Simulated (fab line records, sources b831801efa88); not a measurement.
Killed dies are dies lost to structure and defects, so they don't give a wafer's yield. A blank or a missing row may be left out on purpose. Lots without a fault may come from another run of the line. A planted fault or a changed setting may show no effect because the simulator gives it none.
A struck lot beside a sound one | flow sky130 | 21 steps out of a route of 708
Sound: wafers L705.2, L705.5, L705.6. Struck: wafers L715.4, L715.5, L715.6. The cause comes at the end.
At each step with rows: each side's tool, then ch and its chambers, then its first start. Under that, the readings that differ: sound wafers | struck wafers | difference of the means | sigmas: that difference in standard deviations of wafers without a fault.
alike: readings whose means differ by less than 2 such deviations, and words and numbers that are the same on both sides. not compared: withheld readings, readings that some wafer has no value for, bounds like >300 that may hide the same value, and numbers for which the record gives no deviation and whose values overlap.
The two part at a step that has a row with sigmas, a row that says differs or no value, or rows on one side only. Numbers that don't overlap but have no deviation are shown without sigmas and don't part them. A reading that every wafer of one side lacks parts them only if that side has two wafers or more.

SKY_METAL5_DESCUM_14: chemistry O2, time 11 s.
  sound on rie_metal-04 ch 0,1, day 44 17:25; struck on rie_metal-02 ch 0,1, day 46 20:07
  alike: drypump_motor_current_A, oes_product_au
  not compared: rf_hours_counter_h
SKY_METAL5_METAL_ETCH_15: etches the open film in Cl2/BCl3, stops on SiO2, target depth 1260 nm, time 252 s.
  sound on rie_metal-04 ch 0,1, day 44 17:28; struck on rie_metal-02 ch 0,1, day 46 20:13
  alike: drypump_motor_current_A, oes_product_au, throttle_valve_pct
  not compared: rf_hours_counter_h
SKY_METAL5_STRIP_16: strips in O2/N2.
  sound on plasma_asher-03 ch 0,1, day 44 17:41; struck on plasma_asher-03 ch 0,1, day 46 20:25
  alike: drypump_motor_current_A, n2_flow_sccm, o2_flow_sccm, oes_product_au, strip_time_to_endpoint_s
  not compared: rf_hours_counter_h
then, 3 steps without rows for these wafers: SKY_METAL5_STRIP_17 (strips in post etch residue remover, time 1200 s); SKY_METAL5_CLEAN_18 (cleans in IPA, time 180 s); SKY_METAL5_CLEAN_19 (cleans in O3/DIW).
SKY_PASSIVATION_CVD_00: deposits SiO2, target thk 90 nm.
  sound on pecvd-02 ch 0,1,2, day 44 18:25; struck on pecvd-03 ch 0,1,2, day 46 20:59
  alike: heater_power_w
SKY_PASSIVATION_THK_MEAS_01:
  sound on film_metro-04, day 44 18:26; struck on film_metro-02, day 46 21:01
  alike: PASSIVATION_CVD_00_THK
SKY_PASSIVATION_CVD_02: deposits Si3N4, target thk 540 nm.
  sound on pecvd-03 ch 0,2, day 44 18:29; struck on pecvd-01 ch 0,1,2, day 46 21:10
  alike: heater_power_w
SKY_PASSIVATION_THK_MEAS_03:
  sound on film_metro-04, day 44 18:52; struck on film_metro-04, day 46 21:18
  alike: PASSIVATION_CVD_02_THK
then, 2 steps without rows for these wafers: SKY_PASSIVATION_DEHYDRATE_04 (time 60 s); SKY_PASSIVATION_HMDS_05 (prime time 60 s).
SKY_PASSIVATION_COAT_06: resist thk 3000 nm.
  sound on litho_track-03 ch 0, day 45 05:38; struck on litho_track-02 ch 0, day 47 07:50
  reading                                       | sound          | struck         | difference | sigmas
  model.coat_of_PASSIVATION_COAT_06.thk_nm (nm) | 3004 3012 2997 | 2738 2747 2733 | -265       |
  alike: exhaust_pa
then, 4 steps without rows for these wafers: SKY_PASSIVATION_SOFTBAKE_07; SKY_PASSIVATION_EXPOSE_08 (exposes mask NSM, target cd 3000 nm); SKY_PASSIVATION_PEB_09; SKY_PASSIVATION_DEVELOP_10 (develop time 60 s).
SKY_PASSIVATION_ETCH_11: etches the open film in CF4/O2, stops on AlCu, target depth 725 nm, time 161.1 s.
  sound on rie_diel-03 ch 0,1,3, day 45 16:13; struck on rie_diel-02 ch 2,3, day 47 16:43
  reading                                       | sound          | struck         | difference | sigmas
  model.coat_of_PASSIVATION_COAT_06.thk_nm (nm) | 2521 2516 2504 | 2260 2271 2256 | -251       |
  model.PASSIVATION.cd_nm (nm)                  | 2996 3002 3005 | 3018 3012 3020 | +16        |
  alike: drypump_motor_current_A, oes_product_au, throttle_valve_pct
  not compared: rf_hours_counter_h
SKY_PASSIVATION_STRIP_12: strips in O2/N2.
  sound on plasma_asher-02 ch 0,1, day 45 16:20; struck on plasma_asher-04 ch 0,1, day 47 16:52
  reading                      | sound             | struck            | difference | sigmas
  strip_time_to_endpoint_s (s) | 31.57 31.52 31.36 | 28.53 28.67 28.48 | -2.92      | -21
  alike: drypump_motor_current_A, n2_flow_sccm, o2_flow_sccm, oes_product_au
  not compared: rf_hours_counter_h
then, 1 step without rows for these wafers: SKY_PAD_OPEN_DEHYDRATE_00 (time 60 s).
SKY_PAD_OPEN_PROBE_99:
  the record has rows for the sound wafers here (prober-01, day 46 16:04) and none for the struck ones

WHERE THEY PART
First at SKY_PASSIVATION_STRIP_12; last, within this record, at SKY_PAD_OPEN_PROBE_99.

WHY: what the simulator had put in
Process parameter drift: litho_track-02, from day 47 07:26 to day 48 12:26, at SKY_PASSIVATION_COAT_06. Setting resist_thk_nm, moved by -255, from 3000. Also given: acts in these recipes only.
